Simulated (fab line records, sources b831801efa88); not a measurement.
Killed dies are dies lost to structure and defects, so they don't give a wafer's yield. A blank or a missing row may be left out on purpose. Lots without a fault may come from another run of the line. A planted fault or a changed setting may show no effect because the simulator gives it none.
Problem report in the 8D (eight disciplines) form, filled by code | flow sky130 | the parts of the form that need people (team, actions taken, sign-off) are left out

1. THE PROBLEM
prime_temp_c at SKY_VIA4_HMDS_05 reads a mean of 120.82 C on 6 wafers of 2 lots; wafers without a fault read 119.99 C with a standard deviation of 0.14. That is +5.9 standard deviations from the usual mean.
The step: prime time 60 s.
First seen on wafer L206.2, day 44 18:55, on litho_track-01. The record holds 39 wafers of 13 lots with a number at this step. Rule for "out", or "out of limits": more than 4 standard deviations from the usual mean. The other wafers with a number count as sound.

2. WHAT IT IS AND WHAT IT IS NOT
question                    | is                     | is not
which readings at this step | prime_temp_c           | -
which lots                  | L206, L209             | L198, L199, L200, L201, L212, L213, L214, L216, L217, L218, L219
which wafers of those lots  | all that have a number | -
read on which tools         | litho_track-01         | litho_track-02, litho_track-03
when                        | from day 44 18:55      | up to then (12 sound wafers); but 21 sound wafers of L212, L213, L214, L216, L217, L218, L219 came after

3. SUSPECTS, AND WHAT RULES EACH OUT
Counting: a tool at a process step up to the reading stays a suspect if it ran every lot that is out and no sound lot after the first of them.
- litho_track-01 at SKY_VIA4_HMDS_05 (prime time 60 s): kept. It ran every lot that is out, first L206 (day 44 18:55), and no sound lot after that; its last sound lot up to then is L201 (day 43 13:26). Its own readings are out on those wafers: prime_temp_c.
Left after counting: litho_track-01 at SKY_VIA4_HMDS_05.

4. THE CAUSE (what the simulator had put in)
Process parameter drift: litho_track-01, from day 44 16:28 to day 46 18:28, at SKY_VIA4_HMDS_05. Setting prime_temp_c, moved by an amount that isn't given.
Counting left only this tool.

5. THE CHAIN OF EFFECTS, in route order
Each row: a reading whose mean over the struck wafers that have a number lies more than 3 standard deviations from the usual. Only readings for which the record gives a usual standard deviation are gone through. hours: the time from each lot's start at the first step in this table that gives one to its start at this step, as a median over the lots. sigmas: the change in usual standard deviations.
hours | step             | reading      | usual    | on struck wafers | change | sigmas
0     | SKY_VIA4_HMDS_05 | prime_temp_c | 119.99 C | 120.82           | +0.83  | +5.9
The process steps in it:
- SKY_VIA4_HMDS_05: prime time 60 s.

6. WHAT WOULD HAVE CAUGHT IT SOONER
In this record the first reading out of limits was taken at day 44 18:55, 2 hours after the fault began at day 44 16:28.
